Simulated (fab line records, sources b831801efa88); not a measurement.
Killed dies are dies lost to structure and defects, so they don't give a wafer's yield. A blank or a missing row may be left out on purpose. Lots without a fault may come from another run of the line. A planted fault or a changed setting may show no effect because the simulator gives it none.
Tool commonality check | flow gf180mcu | 15 lots, 45 wafers sampled

WHY IT WAS OPENED
At GF_HV_LDD_TW_MEAS_23 the reading HV_LDD_2_TW is flagged on 3 of 15 lots. Wafers without a fault read 1055, standard deviation 5.7.
Rule: a lot is flagged when every wafer of it that has a number lies more than 4 standard deviations from that mean, or none has a number. The other lots count as sound.

lot  | measured     | on            | HV_LDD_2_TW, wafer by wafer | flag
L487 | day 10 12:34 | film_metro-03 | 1060 1066 1059              |
L488 | day 11 00:07 | film_metro-03 | 1062 1058 1051              |
L489 | day 11 02:32 | film_metro-02 | 1052 1049 1049              |
L490 | day 11 15:47 | film_metro-01 | 1056 1056 1067              |
L492 | day 12 10:01 | film_metro-02 | 1051 1052 1050              |
L491 | day 12 11:13 | film_metro-01 | 1068 1057 1061              |
L495 | day 13 17:19 | film_metro-01 | 1063 1062 1066              |
L497 | day 14 10:10 | film_metro-02 | 1049 1053 1056              |
L498 | day 14 10:22 | film_metro-02 | 1055 1055 1056              |
L501 | day 15 06:07 | film_metro-01 | 30 30 30                    | FLAGGED
L500 | day 15 07:19 | film_metro-03 | 30 30 30                    | FLAGGED
L502 | day 15 20:58 | film_metro-02 | 30 30 30                    | FLAGGED
L508 | day 17 03:22 | film_metro-03 | 1063 1064 1058              |
L509 | day 17 09:50 | film_metro-03 | 1058 1058 1057              |
L510 | day 17 17:34 | film_metro-02 | 1050 1038 1048              |
The numbers of the flagged lots are 30 on average: -1025 against the usual, or -99 or more standard deviations.

WHICH TOOL RAN EACH LOT
The record holds 2 process steps before the reading, out of a route of 602 steps. In each cell: the tool, then ch and the chambers that the sampled wafers went through, then the start.
lot  | flag    | GF_POLY_GATE_ETCH_13             | GF_HV_LDD_IMPLANT_21
L487 |         | rie_si-01 ch 0,1,2, day 8 23:55  | implanter-02 ch 0, day 10 12:20
L488 |         | rie_si-02 ch 1,2, day 9 09:31    | implanter-02 ch 0, day 10 23:54
L489 |         | rie_si-01 ch 0,1,2, day 9 12:07  | implanter-01 ch 0, day 11 02:19
L490 |         | rie_si-01 ch 0,1,2, day 10 02:06 | implanter-02 ch 0, day 11 15:33
L492 |         | rie_si-01 ch 0,1,2, day 10 18:35 | implanter-03 ch 0, day 12 09:46
L491 |         | rie_si-02 ch 1,2,3, day 10 20:31 | implanter-01 ch 0, day 12 10:58
L495 |         | rie_si-02 ch 0,1,3, day 11 21:46 | implanter-03 ch 0, day 13 17:04
L497 |         | rie_si-02 ch 0,1,2, day 12 12:00 | implanter-03 ch 0, day 14 09:56
L498 |         | rie_si-01 ch 0,1,2, day 12 12:10 | implanter-02 ch 0, day 14 10:07
L501 | FLAGGED | rie_si-01 ch 0,1,3, day 13 10:18 | implanter-01, day 15 05:52
L500 | FLAGGED | rie_si-02 ch 0,2,3, day 13 10:46 | implanter-02, day 15 07:05
L502 | FLAGGED | rie_si-01 ch 1,2,3, day 14 00:27 | implanter-01, day 15 20:43
L508 |         | rie_si-01 ch 0,1,2, day 15 04:50 | implanter-01 ch 0, day 17 03:07
L509 |         | rie_si-01 ch 0,2, day 15 11:47   | implanter-01 ch 0, day 17 09:36
L510 |         | rie_si-01 ch 1,2, day 15 17:17   | implanter-02 ch 0, day 17 17:19
What these steps do:
- GF_POLY_GATE_ETCH_13: etches poly-Si in HBr/Cl2, stops on SiO2, target depth 198.5 nm, time 69.6 s.
- GF_HV_LDD_IMPLANT_21
- GF_HV_LDD_TW_MEAS_23

FLAGGED OVER TOTAL, TOOL BY TOOL (the gauges that took the reading come last)
step                 | tool          | lots run | flagged | share of the flagged lots | sound lots run after its first flagged lot
GF_POLY_GATE_ETCH_13 | rie_si-01     | 10       | 2       | some                      | 3 (L508,L509,L510)
GF_POLY_GATE_ETCH_13 | rie_si-02     | 5        | 1       | some                      | 0
GF_HV_LDD_IMPLANT_21 | implanter-01  | 6        | 2       | some                      | 2 (L508,L509)
GF_HV_LDD_IMPLANT_21 | implanter-02  | 6        | 1       | some                      | 1 (L510)
GF_HV_LDD_IMPLANT_21 | implanter-03  | 3        | 0       | none                      | -
GF_HV_LDD_TW_MEAS_23 | film_metro-01 | 4        | 1       | some                      | 0
GF_HV_LDD_TW_MEAS_23 | film_metro-02 | 6        | 1       | some                      | 1 (L510)
GF_HV_LDD_TW_MEAS_23 | film_metro-03 | 5        | 1       | some                      | 2 (L508,L509)

WHAT THE TABLE ALLOWS
No row of the table ran every flagged lot.

WHAT THE SIMULATOR HAD PUT IN
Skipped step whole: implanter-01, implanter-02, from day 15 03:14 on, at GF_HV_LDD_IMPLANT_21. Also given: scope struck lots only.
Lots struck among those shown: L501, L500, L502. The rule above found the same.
